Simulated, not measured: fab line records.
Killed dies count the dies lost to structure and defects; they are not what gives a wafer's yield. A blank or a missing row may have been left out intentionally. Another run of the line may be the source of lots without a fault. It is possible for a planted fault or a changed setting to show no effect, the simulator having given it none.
A lot that was struck, set against a sound lot    flow sky130    44 out of 708 route steps
Sound: wafers L452.1, L452.2, L452.3. Struck: wafer L465.6 (left out: L465.1, L465.2 of the same lot, which were not struck); the cause appears at the end.
Order at every step that has rows: each side's tool, ch and its chambers, its first start. Under that, the readings that differ: sound wafers    struck wafers    difference of the means    sigmas: that difference in standard deviations of wafers without a fault.
alike: same words and numbers on both sides, and readings whose means sit less than 2 such deviations apart. not compared: any withheld reading, any reading some wafer has no value for, any bound like >300 that may hide the same value, and any number with overlapping values for which the record gives no deviation.
Wherever a step has rows on one side only, a row that says differs or no value, or a row with sigmas, the two part there. Numbers that don't overlap but have no deviation are shown without sigmas and don't part them. A reading that every wafer of one side lacks parts them only if that side has two wafers or more.

first, 1 step without rows for these wafers: SKY_VIA2_SPUTTER_20 (material TiN, target thk 20 nm, time 80 s).
SKY_VIA2_CVD_21: deposits W, target thk 420 nm, time 126.4 s.
  sound on cvdW-01 ch 0,1, day 38 05:30; struck on cvdW-02 ch 1, day 42 01:37
reading           sound        struck  difference  sigmas
heaterPowerW (W)  987 803 994  698     -230        -3
SKY_VIA2_RS_MEAS_22: a four-point-probe measurement.
  sound: filmMetro-03 at day 38 05:38; struck: filmMetro-04 at day 42 01:45
  alike: VIA2_W_RS
SKY_VIA2_THK_MEAS_23: measures by xrf.
  sound: filmMetro-03 at day 38 05:45; struck: filmMetro-04 at day 42 01:52
  alike: VIA2_W_THK
SKY_VIA2_CMP_24: polishes, stops on SiO2, t overpolish 20 s, target thk 0 nm.
  sound on cmp-01 ch 1,2,3, day 38 05:52; struck on cmp-01 ch 2, day 42 02:04
  alike: edgeZonePressureFrac, motorCurrentA, overpolishRunS, timeToEndpointS
then, 3 steps without rows for these wafers: SKY_METAL3_SPUTTER_00 (material Ti, target thk 15 nm, time 10 s); SKY_METAL3_SPUTTER_01 (material TiN, target thk 20 nm, time 16.7 s); SKY_METAL3_SPUTTER_02 (material AlCu, target thk 735 nm, time 39.1 s).
SKY_METAL3_SPUTTER_03: material Ti, target thk 5 nm, time 3.3 s.
  sound: pvdSputter-03 at day 38 06:12; struck: pvdSputter-03 at day 42 02:27
  alike: throttleValvePct
then, 2 steps without rows for these wafers: SKY_METAL3_SPUTTER_04 (material TiN, target thk 70 nm, time 58.3 s); SKY_CAPM_CVD_00 (deposits SiO2, target thk 15.5 nm).
SKY_CAPM_THK_MEAS_01:
  sound: filmMetro-03 at day 38 06:17; struck: filmMetro-02 at day 42 02:32
  alike: CAPM_CVD_00_THK
SKY_CAPM_SPUTTER_02: material TiN, target thk 200 nm, time 166.7 s.
  sound: pvdSputter-04 at day 38 06:21; struck: pvdSputter-04 at day 42 02:36
reading                                  sound              struck  difference  sigmas
model.TiN_of_CAPM_SPUTTER_02.thkNm (nm)  196.2 199.8 199.8  312.6   +114.0      
  alike: throttleValvePct
SKY_CAPM_RS_MEAS_03: a four-point-probe measurement.
  sound: filmMetro-01 at day 38 06:28; struck: filmMetro-01 at day 42 02:43
reading               sound           struck  difference  sigmas
CAPM_TIN_RS (ohm/sq)  7.05 6.91 6.91  4.39    -2.57       -23
SKY_CAPM_THK_MEAS_04: measures by xrf.
  sound: filmMetro-01 at day 38 06:35; struck: filmMetro-01 at day 42 02:50
reading            sound        struck  difference  sigmas
CAPM_TIN_THK (nm)  197 200 199  312     +113        +35
then, 7 steps without rows for these wafers: SKY_CAPM_DEHYDRATE_05 (time 60 s); SKY_CAPM_HMDS_06 (prime time 60 s); SKY_CAPM_COAT_07 (resist thk 1140 nm); SKY_CAPM_SOFTBAKE_08 (time 60 s); SKY_CAPM_EXPOSE_09 (exposes mask CAPM, target cd 1000 nm); SKY_CAPM_PEB_10; SKY_CAPM_DEVELOP_11 (develop time 60 s).
SKY_CAPM_OVL_MEAS_12:
  sound: overlay-01 at day 39 08:26; struck: overlay-02 at day 43 02:14
  alike: CAPM_OVL
SKY_CAPM_METAL_ETCH_13: etches TiN in Cl2/BCl3, stops on SiO2, target depth 220 nm, time 62.9 s.
  sound on rieMetal-04 ch 0,1, day 39 08:28; struck on rieMetal-02 ch 0, day 43 02:16
reading               sound                 struck  difference  sigmas
oesProductAu (a.u.)   0.927 0.935 0.943     1.010   +0.075      +8
throttleValvePct (%)  21.915 21.910 21.912  21.848  -0.064      -7
  alike: bcl3FlowSccm, drypumpMotorCurrentA
  not compared: rfHoursCounterH
then, 12 steps without rows for these wafers: SKY_CAPM_STRIP_14 (strips in O2/N2); SKY_CAPM_STRIP_15 (strips in post etch residue remover, time 1200 s); SKY_CAPM_CLEAN_16 (cleans in IPA, time 180 s); SKY_CAPM_CLEAN_17 (cleans in O3/DIW); SKY_METAL3_DEHYDRATE_05 (time 60 s); SKY_METAL3_HMDS_06 (prime time 60 s); SKY_METAL3_COAT_07 (resist thk 60 nm); SKY_METAL3_COAT_08 (resist thk 1140 nm); SKY_METAL3_SOFTBAKE_09 (time 90 s); SKY_METAL3_EXPOSE_10 (exposes mask MM3, target cd 300 nm); SKY_METAL3_PEB_11; SKY_METAL3_DEVELOP_12 (develop time 60 s).
SKY_METAL3_CD_MEAS_13: the cd target is 300 nm.
  sound: cdSem-01 at day 40 10:07; struck: cdSem-02 at day 44 01:58
  alike: cdNm
SKY_METAL3_OVL_MEAS_14:
  sound: overlay-02 at day 40 10:14; struck: overlay-01 at day 44 02:05
reading          sound    struck  difference  sigmas
METAL3_OVL (nm)  -8 3 -5  9       +12         +2
then, 1 step without rows for these wafers: SKY_METAL3_DESCUM_15 (chemistry O2, time 8 s).
SKY_METAL3_ETCH_16: etches BARC in N2/H2, stops on SiO2, time 88.2 s, target depth 60 nm.
  sound on rieMetal-02 ch 0,1, day 40 10:18; struck on rieMetal-02 ch 1, day 44 02:09
  alike: drypumpMotorCurrentA, oesProductAu, throttleValvePct
  not compared: rfHoursCounterH
SKY_METAL3_ETCH_17: etches SiO2 in C4F8/O2/Ar, stops on TiN, time 3.9 s, target depth 15 nm.
  sound on rieDiel-04 ch 0,1,2, day 40 10:24; struck on rieDiel-03 ch 2, day 44 02:15
  alike: oesProductAu
  not compared: rfHoursCounterH
then, 1 step without rows for these wafers: SKY_METAL3_METAL_ETCH_18 (etches the open film in Cl2/BCl3, stops on SiO2, target depth 845 nm, time 183.1 s).
SKY_METAL3_STRIP_20: strips in post etch residue remover, time 1200 s.
  sound on wetBench-02 ch 2, day 40 10:41; struck on wetBench-03 ch 2, day 44 02:36
reading                                  sound          struck  difference  sigmas
model.TiN_of_CAPM_SPUTTER_02.thkNm (nm)  195.4 199 199  311.7   +113.9      
  alike: bathHeatDutyPct
-- the record jumps here: 6 days lie between the struck wafers' starts before and after (it left off in module METAL3 and takes up again in module PAD_OPEN, whose first step shown is number 708 of the route) --
SKY_PAD_OPEN_PROBE_99:
  sound: prober-01 at day 47 12:49; struck: prober-01 at day 50 12:42
reading                             sound                    struck  difference  sigmas
killed_at_M0_to_M3                  49 46 43                 32      -14         -2
killed_at_M4_up                     2 2 5                    7       +4          +2
model.etest.met3.lineOhmUm          0.1436 0.1447 0.1466     44.89   +44.75      
model.etest.via3Chain.rcOhm         10.58 9.259 10.24        46.04   +36.01      
model.etest.met3.rsOhmSq            0.04169 0.04329 0.04242  13.62   +13.58      
model.etest.capMim.plateOhmSq       6.132 5.913 6.018        3.858   -2.163      
model.etest.liComb.underFloor       0 0 0                    1       +1          
model.etest.resIsoPwell.open        0 0 0                    1       +1          
model.etest.pfet_16v.open           0 0 0                    1       +1          
model.etest.resPwellUnderGate.open  0 0 0                    1       +1          
  alike: killedAtContacts, killedAtFrontEnd, killedAtOther, killedDies, killedOpen, killedShort

WHERE THEY PART
Earliest at SKY_VIA2_CVD_21; latest, in this record, at SKY_PAD_OPEN_PROBE_99.

WHY: what the simulator had put in
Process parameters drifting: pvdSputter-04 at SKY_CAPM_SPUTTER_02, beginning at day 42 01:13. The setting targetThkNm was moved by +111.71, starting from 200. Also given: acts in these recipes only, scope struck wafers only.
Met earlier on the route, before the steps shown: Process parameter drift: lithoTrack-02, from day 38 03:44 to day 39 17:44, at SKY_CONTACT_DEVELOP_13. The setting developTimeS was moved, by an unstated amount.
